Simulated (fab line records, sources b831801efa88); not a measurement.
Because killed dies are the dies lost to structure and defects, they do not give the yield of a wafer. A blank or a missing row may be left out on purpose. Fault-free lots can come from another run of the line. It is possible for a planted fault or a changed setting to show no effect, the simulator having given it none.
fab line records | flow gf180mcu
record lots=12 | wafers=36 | lastDay=32
route steps=602 shown MVSD@74 CONTACT@289 M3@412
lots that met no fault: from a run of the same line without faults
startH: start of the lot's first displayed wafer, in hours after the record's first day | waitH: hours since the lot's step before | " the same as in the row above | L1.1+2: one row covering several wafers at once | - no value present, or no start provided | * or withheld: withheld | < > ~ a bound
route shown NAME@n: names a module that has steps shown in the file, with the first one's number in the route | usual: the fault-free wafers' mean and standard deviation | same: alike in all rows | chamber/n: place in a boat | sites: the reading at each site | _std_site: standard deviation across them | _edge_site: inner sites' mean taken away from outer sites' mean | radiusMm: for every site, how far away it sits from the centre of the wafer | mask NAME#n: copy n | behind: the last tool/chamber to shape the wafer | hold: why the lot went on hold/how many hours it stayed there/how the hold came to an end | device: the n, p or np transistor that did not switch | end of line: tests run on the same wafers once the route is complete | a step with no rows: only its recipe | killed: dies that structure and defects cost at the first sort, which is not the same as the wafer's yield | map: a wafer's dies, x killed, . not, _ none there
set.NAME: the setting that was run; set.NAME@STEP: the one run at that earlier step | model.NAME: the simulator's own value behind a step, which no gauge read
one table for each step of the route and one row for each wafer, over a sample of lots
services: from which hour (startH, from the record's first day; less than 0 if before it) a tool's chamber was out of use, for how many hours, and why
## steps
# step GF_MVSD_IMPLANT_08
# recipe species=P | energyKev=400 | doseCm2=1.6e+13 | tiltDeg=0
# usual doseIonsCm2=1.6001e+13/1.7e+10 | faradayCurrentUA=90.3/2
lot.wafer | tool         | chamber | startH | waitH | doseIonsCm2 | faradayCurrentUA
L975.2    | implanter-02 | 0       | 86.50  | 0.0   | 1.6013e+13  | 91.6
L975.5    | "            | 0       | "      | "     | 1.6025e+13  | 89.2
L975.6    | "            | 0       | "      | "     | 1.6015e+13  | 89.2
L977.1    | implanter-04 | 0       | 95.13  | 0.0   | 1.5995e+13  | 88.6
L977.4    | "            | 0       | "      | "     | 1.599e+13   | 90.8
L977.6    | "            | 0       | "      | "     | 1.6007e+13  | 90.8
L978.2    | implanter-04 | 0       | 99.85  | 0.0   | 1.6051e+13  | 90.8
L978.4    | "            | 0       | "      | "     | 1.5999e+13  | 91.0
L978.5    | "            | 0       | "      | "     | 1.5992e+13  | 90.8
L979.4    | implanter-04 | 0       | 104.50 | 0.1   | 1.5997e+13  | 89.2
L979.5    | "            | 0       | "      | "     | 1.598e+13   | 89.3
L979.6    | "            | 0       | "      | "     | 1.5964e+13  | 91.0
L980.3    | implanter-03 | 0       | 109.92 | 0.1   | 1.5997e+13  | 93.0
L980.4    | "            | 0       | "      | "     | 1.6006e+13  | 89.5
L980.5    | "            | 0       | "      | "     | 1.6001e+13  | 89.3
L981.1    | implanter-04 | 0       | 115.54 | 0.0   | 1.6001e+13  | 90.9
L981.4    | "            | 0       | "      | "     | 1.6007e+13  | 93.7
L981.5    | "            | 0       | "      | "     | 1.6021e+13  | 92.9
L982.1    | implanter-04 | 0       | 123.54 | 0.0   | 1.6e+13     | 87.5
L982.4    | "            | 0       | "      | "     | 1.6e+13     | 90.7
L982.6    | "            | 0       | "      | "     | 1.6009e+13  | 90.7
L983.4    | implanter-04 | 0       | 127.20 | 0.1   | 1.6e+13     | 90.5
L983.5    | "            | 0       | "      | "     | 1.5988e+13  | 90.3
L983.6    | "            | 0       | "      | "     | 1.5964e+13  | 88.6
L986.1    | implanter-04 | 0       | 143.72 | 0.0   | 1.1282e+13  | 62.1
L986.4    | "            | 0       | "      | "     | 1.1252e+13  | 65.2
L986.6    | "            | 0       | "      | "     | 1.1273e+13  | 65.9
L987.2    | implanter-04 | 0       | 150.46 | 0.0   | 1.1273e+13  | 64.3
L987.3    | "            | 0       | "      | "     | 1.1259e+13  | 62.1
L987.6    | "            | 0       | "      | "     | 1.1279e+13  | 63.0
L988.2    | implanter-02 | 0       | 158.00 | 0.0   | 1.5981e+13  | 95.1
L988.4    | "            | 0       | "      | "     | 1.5993e+13  | 92.5
L988.6    | "            | 0       | "      | "     | 1.6004e+13  | 91.9
L990.2    | implanter-03 | 0       | 167.91 | 0.0   | 1.601e+13   | 88.7
L990.5    | "            | 0       | "      | "     | 1.6026e+13  | 89.7
L990.6    | "            | 0       | "      | "     | 1.6039e+13  | 90.0
# step GF_MVSD_TW_MEAS_11
# usual MVSD_TW=1585/9.6
lot.wafer | tool         | chamber | startH | waitH | MVSD_TW
L975.2    | filmMetro-01 | -       | 86.88  | 0.1   | 1571
L975.5    | "            | -       | "      | "     | 1571
L975.6    | "            | -       | "      | "     | 1583
L977.1    | filmMetro-01 | -       | 95.53  | 0.1   | 1575
L977.4    | "            | -       | "      | "     | 1580
L977.6    | "            | -       | "      | "     | 1573
L978.2    | filmMetro-01 | -       | 100.23 | 0.1   | 1582
L978.4    | "            | -       | "      | "     | 1578
L978.5    | "            | -       | "      | "     | 1575
L979.4    | filmMetro-01 | -       | 104.85 | 0.1   | 1575
L979.5    | "            | -       | "      | "     | 1579
L979.6    | "            | -       | "      | "     | 1583
L980.3    | filmMetro-02 | -       | 110.29 | 0.1   | 1601
L980.4    | "            | -       | "      | "     | 1600
L980.5    | "            | -       | "      | "     | 1603
L981.1    | filmMetro-03 | -       | 115.94 | 0.1   | 1588
L981.4    | "            | -       | "      | "     | 1587
L981.5    | "            | -       | "      | "     | 1599
L982.1    | filmMetro-03 | -       | 123.94 | 0.1   | 1591
L982.4    | "            | -       | "      | "     | 1600
L982.6    | "            | -       | "      | "     | 1585
L983.4    | filmMetro-01 | -       | 127.55 | 0.1   | 1579
L983.5    | "            | -       | "      | "     | 1580
L983.6    | "            | -       | "      | "     | 1583
L986.1    | filmMetro-03 | -       | 144.12 | 0.1   | 1457
L986.4    | "            | -       | "      | "     | 1450
L986.6    | "            | -       | "      | "     | 1447
L987.2    | filmMetro-01 | -       | 150.85 | 0.1   | 1450
L987.3    | "            | -       | "      | "     | 1443
L987.6    | "            | -       | "      | "     | 1438
L988.2    | filmMetro-03 | -       | 158.38 | 0.1   | 1598
L988.4    | "            | -       | "      | "     | 1592
L988.6    | "            | -       | "      | "     | 1591
L990.2    | filmMetro-01 | -       | 168.30 | 0.1   | 1580
L990.5    | "            | -       | "      | "     | 1578
L990.6    | "            | -       | "      | "     | 1590
# step GF_VT_IMPLANT_RS_MEAS_46
# recipe thkMeasGauge=four-point-probe
# usual MVSD_RS=456.7/1.2
lot.wafer | tool         | chamber | startH | waitH | MVSD_RS[ohm/sq]
L975.2    | filmMetro-02 | -       | 160.96 | 0.1   | 458.3
L975.5    | "            | -       | "      | "     | 457.9
L975.6    | "            | -       | "      | "     | 458.5
L977.1    | filmMetro-02 | -       | 171.14 | 0.1   | 456.7
L977.4    | "            | -       | "      | "     | 456.7
L977.6    | "            | -       | "      | "     | 458.1
L978.2    | filmMetro-01 | -       | 176.96 | 0.1   | 457.8
L978.4    | "            | -       | "      | "     | 456.8
L978.5    | "            | -       | "      | "     | 457.2
L979.4    | filmMetro-03 | -       | 181.10 | 0.1   | 455.9
L979.5    | "            | -       | "      | "     | 456.4
L979.6    | "            | -       | "      | "     | 455.8
L980.3    | filmMetro-02 | -       | 187.78 | 0.1   | 457.0
L980.4    | "            | -       | "      | "     | 457.4
L980.5    | "            | -       | "      | "     | 456.9
L981.1    | filmMetro-01 | -       | 195.60 | 0.1   | 456.6
L981.4    | "            | -       | "      | "     | 456.3
L981.5    | "            | -       | "      | "     | 457.3
L982.1    | filmMetro-03 | -       | 203.55 | 0.1   | 454.9
L982.4    | "            | -       | "      | "     | 455.5
L982.6    | "            | -       | "      | "     | 454.7
L983.4    | filmMetro-03 | -       | 208.11 | 0.1   | 456.5
L983.5    | "            | -       | "      | "     | 454.8
L983.6    | "            | -       | "      | "     | 456.0
L986.1    | filmMetro-01 | -       | 227.94 | 0.1   | 544.1
L986.4    | "            | -       | "      | "     | 547.0
L986.6    | "            | -       | "      | "     | 545.4
L987.2    | filmMetro-03 | -       | 235.56 | 0.1   | 541.2
L987.3    | "            | -       | "      | "     | 541.6
L987.6    | "            | -       | "      | "     | 543.2
L988.2    | filmMetro-01 | -       | 243.22 | 0.1   | 457.0
L988.4    | "            | -       | "      | "     | 456.7
L988.6    | "            | -       | "      | "     | 456.8
L990.2    | filmMetro-01 | -       | 255.52 | 0.1   | 456.3
L990.5    | "            | -       | "      | "     | 457.3
L990.6    | "            | -       | "      | "     | 456.7
# step GF_CONTACT_CVD_02
# recipe material=SiO2 | targetThkNm=860 | precursor=TEOS | tempC=400 | timeS=95.992 | rfW=600
# usual heaterPowerW=596/120
lot.wafer | tool     | chamber | startH | waitH | heaterPowerW | sinceWetCleanH
L975.2    | pecvd-04 | 1       | 345.53 | 0.0   | 488          | 379
L975.5    | "        | 1       | "      | "     | 503          | -
L975.6    | "        | 2       | "      | "     | 643          | -
L977.1    | pecvd-02 | 0       | 361.23 | 0.1   | 452          | 603
L977.4    | "        | 0       | "      | "     | 524          | -
L977.6    | "        | 2       | "      | "     | 633          | -
L978.2    | pecvd-02 | 2       | 366.43 | 0.0   | 755          | 608
L978.4    | "        | 1       | "      | "     | 538          | -
L978.5    | "        | 0       | "      | "     | 543          | -
L979.4    | pecvd-04 | 2       | 370.90 | 0.1   | 595          | -
L979.5    | "        | 2       | "      | "     | 629          | -
L979.6    | "        | 0       | "      | "     | 630          | -
L980.3    | pecvd-02 | 1       | 379.60 | 0.0   | 485          | 621
L980.4    | "        | 1       | "      | "     | 529          | -
L980.5    | "        | 0       | "      | "     | 439          | -
L981.1    | pecvd-04 | 1       | 388.67 | 0.1   | 437          | 422
L981.4    | "        | 2       | "      | "     | 643          | -
L981.5    | "        | 0       | "      | "     | 786          | -
L982.1    | pecvd-03 | 2       | 400.51 | 0.1   | 607          | 18
L982.4    | "        | 2       | "      | "     | 482          | -
L982.6    | "        | 1       | "      | "     | 587          | -
L983.4    | pecvd-03 | 1       | 411.67 | 0.1   | 743          | -
L983.5    | "        | 0       | "      | "     | 591          | -
L983.6    | "        | 2       | "      | "     | 477          | -
L986.1    | pecvd-04 | 0       | 432.91 | 0.1   | 687          | 467
L986.4    | "        | 1       | "      | "     | 494          | -
L986.6    | "        | 0       | "      | "     | 742          | -
L987.2    | pecvd-02 | 1       | 440.97 | 0.0   | 530          | 683
L987.3    | "        | 2       | "      | "     | 740          | 683
L987.6    | "        | 0       | "      | "     | 532          | -
L988.2    | pecvd-02 | 0       | 451.40 | 0.0   | 440          | 693
L988.4    | "        | 0       | "      | "     | 495          | -
L988.6    | "        | 1       | "      | "     | 533          | -
L990.2    | pecvd-04 | 0       | 469.13 | 0.0   | 751          | 503
L990.5    | "        | 1       | "      | "     | 528          | -
L990.6    | "        | 2       | "      | "     | 613          | -
# step GF_CONTACT_CMP_27
# recipe stopOn=SiO2 | downForcePsi=3.5 | platenRpm=60 | tOverpolishS=15 | targetThkNm=0 | padVelocityMS=0.94248
# usual motorCurrentA=10.7/0.94 | overpolishRunS=15.000/0.0088 | timeToEndpointS=72.1/2.7
lot.wafer | tool   | chamber | startH | waitH | motorCurrentA | overpolishRunS | timeToEndpointS
L975.2    | cmp-01 | 1       | 368.69 | 0.2   | 11.1          | 14.991         | 72.3
L975.5    | "      | 2       | "      | "     | 11.7          | 14.991         | 71.1
L975.6    | "      | 3       | "      | "     | 10.2          | 14.995         | 71.4
L977.4    | cmp-02 | 3       | 385.65 | 0.0   | 10.7          | 15.001         | 71.2
L977.1    | "      | 1       | "      | "     | 11.5          | 14.995         | 73.5
L977.6    | "      | 3       | "      | "     | 10.6          | 15.007         | 74.9
L978.4    | cmp-02 | 1       | 390.24 | 0.0   | 10.9          | 14.998         | 70.5
L978.2    | "      | 3       | "      | "     | 10.7          | 15.003         | 75.3
L978.5    | "      | 1       | "      | "     | 10.5          | 14.994         | 72.2
L979.4    | cmp-02 | 1       | 396.18 | 0.2   | 10.7          | 14.984         | 69.6
L979.6    | "      | 2       | "      | "     | 12.7          | 14.998         | 69.3
L979.5    | "      | 3       | "      | "     | 10.9          | 14.986         | 69.3
L980.4    | cmp-01 | 3       | 404.49 | 0.1   | 9.7           | 15.006         | 69.6
L980.3    | "      | 1       | "      | "     | 11.3          | 15.007         | 70.5
L980.5    | "      | 3       | "      | "     | 9.2           | 14.990         | 71.0
L981.4    | cmp-01 | 3       | 414.00 | 0.2   | 9.2           | 14.986         | 69.2
L981.1    | "      | 0       | "      | "     | 9.4           | 15.008         | 68.2
L981.5    | "      | 1       | "      | "     | 11.6          | 15.018         | 67.9
L982.4    | cmp-02 | 1       | 426.23 | 0.1   | 10.0          | 14.991         | 67.9
L982.1    | "      | 2       | "      | "     | 12.2          | 14.994         | 70.6
L982.6    | "      | 3       | "      | "     | 11.1          | 15.004         | 68.5
L983.4    | cmp-02 | 1       | 437.49 | 0.1   | 10.6          | 15.010         | 71.8
L983.6    | "      | 0       | "      | "     | 9.8           | 14.994         | 73.6
L983.5    | "      | 1       | "      | "     | 10.2          | 15.013         | 70.2
L986.1    | cmp-01 | 2       | 458.89 | 0.1   | 11.1          | 14.995         | 73.4
L986.4    | "      | 3       | "      | "     | 9.3           | 14.998         | 75.9
L986.6    | "      | 0       | "      | "     | 10.1          | 14.984         | 74.0
L987.2    | cmp-02 | 1       | 466.68 | 0.1   | 10.3          | 14.990         | 67.5
L987.3    | "      | 2       | "      | "     | 12.9          | 14.996         | 69.9
L987.6    | "      | 0       | "      | "     | 10.0          | 14.993         | 69.8
L988.4    | cmp-02 | 1       | 476.36 | 0.0   | 10.7          | 15.002         | 68.2
L988.2    | "      | 3       | "      | "     | 10.5          | 14.997         | 69.6
L988.6    | "      | 2       | "      | "     | 13.0          | 14.995         | 73.7
L990.2    | cmp-01 | 3       | 494.94 | 0.1   | 9.4           | 14.998         | 71.5
L990.6    | "      | 1       | "      | "     | 11.3          | 14.990         | 68.3
L990.5    | "      | 2       | "      | "     | 11.3          | 14.995         | 68.7
# step GF_M3_SPUTTER_03
# recipe material=Ti | targetThkNm=10 | substrateTempC=300 | chamberPressurePa=0.3 | powerW=3000 | timeS=6.7
# usual throttleValvePct=30.1/1
lot.wafer | tool          | chamber | startH | waitH | throttleValvePct
L975.2    | pvdSputter-04 | -       | 469.37 | 0.0   | 30.8
L975.5    | "             | -       | "      | "     | 30.7
L975.6    | "             | -       | "      | "     | 31.2
L977.1    | pvdSputter-03 | -       | 487.28 | 0.0   | 28.9
L977.4    | "             | -       | "      | "     | 30.4
L977.6    | "             | -       | "      | "     | 30.6
L978.2    | pvdSputter-04 | -       | 492.56 | 0.0   | 31.2
L978.4    | "             | -       | "      | "     | 30.5
L978.5    | "             | -       | "      | "     | 30.6
L979.4    | pvdSputter-03 | -       | 498.81 | 0.0   | 30.6
L979.5    | "             | -       | "      | "     | 30.4
L979.6    | "             | -       | "      | "     | 30.3
L980.3    | pvdSputter-01 | -       | 507.49 | 0.0   | 31.0
L980.4    | "             | -       | "      | "     | 30.1
L980.5    | "             | -       | "      | "     | 30.3
L981.1    | pvdSputter-01 | -       | 513.81 | 0.0   | 29.9
L981.4    | "             | -       | "      | "     | 30.3
L981.5    | "             | -       | "      | "     | 30.1
L982.1    | pvdSputter-01 | -       | 527.61 | 0.0   | 30.4
L982.4    | "             | -       | "      | "     | 30.2
L982.6    | "             | -       | "      | "     | 30.9
L983.4    | pvdSputter-04 | -       | 537.79 | 0.0   | 31.0
L983.5    | "             | -       | "      | "     | 30.9
L983.6    | "             | -       | "      | "     | 27.5
L986.1    | pvdSputter-03 | -       | 558.50 | 0.0   | 30.5
L986.4    | "             | -       | "      | "     | 30.6
L986.6    | "             | -       | "      | "     | 30.3
L987.2    | pvdSputter-04 | -       | 565.55 | 0.0   | 27.6
L987.3    | "             | -       | "      | "     | 31.0
L987.6    | "             | -       | "      | "     | 27.6
L988.2    | pvdSputter-04 | -       | 573.95 | 0.0   | 31.4
L988.4    | "             | -       | "      | "     | 30.7
L988.6    | "             | -       | "      | "     | 31.2
L990.2    | pvdSputter-01 | -       | 592.01 | 0.0   | 29.9
L990.5    | "             | -       | "      | "     | 30.1
L990.6    | "             | -       | "      | "     | 29.7
## services
tool         | chamber | startH | hours | kind
cmp-02       | -       | 64.00  | 4.0   | pm
cmp-01       | -       | 77.61  | 1.5   | repair
pecvd-04     | -       | 96.19  | 14.6  | pm
cmp-01       | -       | 99.81  | 0.4   | repair
cmp-02       | -       | 104.13 | 4.6   | repair
implanter-04 | -       | 120.37 | 2.8   | repair
pecvd-02     | 0       | 142.22 | 16.7  | repair
cmp-01       | -       | 143.61 | 5.2   | pm
implanter-04 | -       | 145.47 | 2.8   | repair
implanter-04 | -       | 183.27 | 13.6  | repair
cmp-01       | -       | 186.43 | 0.9   | repair
cmp-02       | -       | 192.23 | 12.5  | repair
implanter-04 | -       | 195.24 | 0.5   | repair
cmp-02       | -       | 220.07 | 5.5   | repair
cmp-02       | -       | 227.89 | 0.7   | repair
cmp-01       | -       | 234.18 | 4.0   | pm
cmp-02       | -       | 307.23 | 0.4   | repair
cmp-02       | -       | 326.16 | 4.1   | pm
cmp-02       | -       | 332.74 | 1.1   | repair
implanter-04 | -       | 389.06 | 7.5   | repair
implanter-04 | -       | 397.22 | 2.7   | repair
cmp-02       | -       | 402.88 | 19.0  | pm
cmp-02       | -       | 421.91 | 4.0   | pm
implanter-04 | -       | 498.75 | 3.0   | pm
## key
firstSign step=GF_MVSD_IMPLANT_08 | reading=doseIonsCm2 | direction=down | sigmas=99+ | usual=1.6001e+13 | struck=1.127e+13
effect step=GF_MVSD_IMPLANT_08 | reading=faradayCurrentUA | direction=down | sigmas=13 | usual=90.3 | struck=63.8
effect step=GF_MVSD_TW_MEAS_11 | reading=MVSD_TW | direction=down | sigmas=14 | usual=1585 | struck=1448
effect step=GF_VT_IMPLANT_RS_MEAS_46 | reading=MVSD_RS | direction=up | sigmas=71 | usual=456.7 | struck=543.7
metAt GF_MVSD_IMPLANT_08
struckLots L986,L987
testerLeftOut L986,L987
notActingAt GF_CONTACT_CVD_02,GF_CONTACT_CMP_27,GF_M3_SPUTTER_03
onsetBetween 127.20 143.72
fault kind=processParameterDrift | tool=implanter-04 | chamber=- | onsetH=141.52 | steps=GF_MVSD_IMPLANT_08 | channel=doseCm2 | offset=-4.7277e+12 | shape=step | endH=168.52 | actsIn=theseRecipesOnly | stated=1.6e+13
# testerLeftOut: of these lots the tester's yield and bins aren't shown, on N5 and GAA mostly nor the transistor test; their killed dies are dies lost to structure and defects alone, not to doping, threshold or leakage, so they don't give the yield
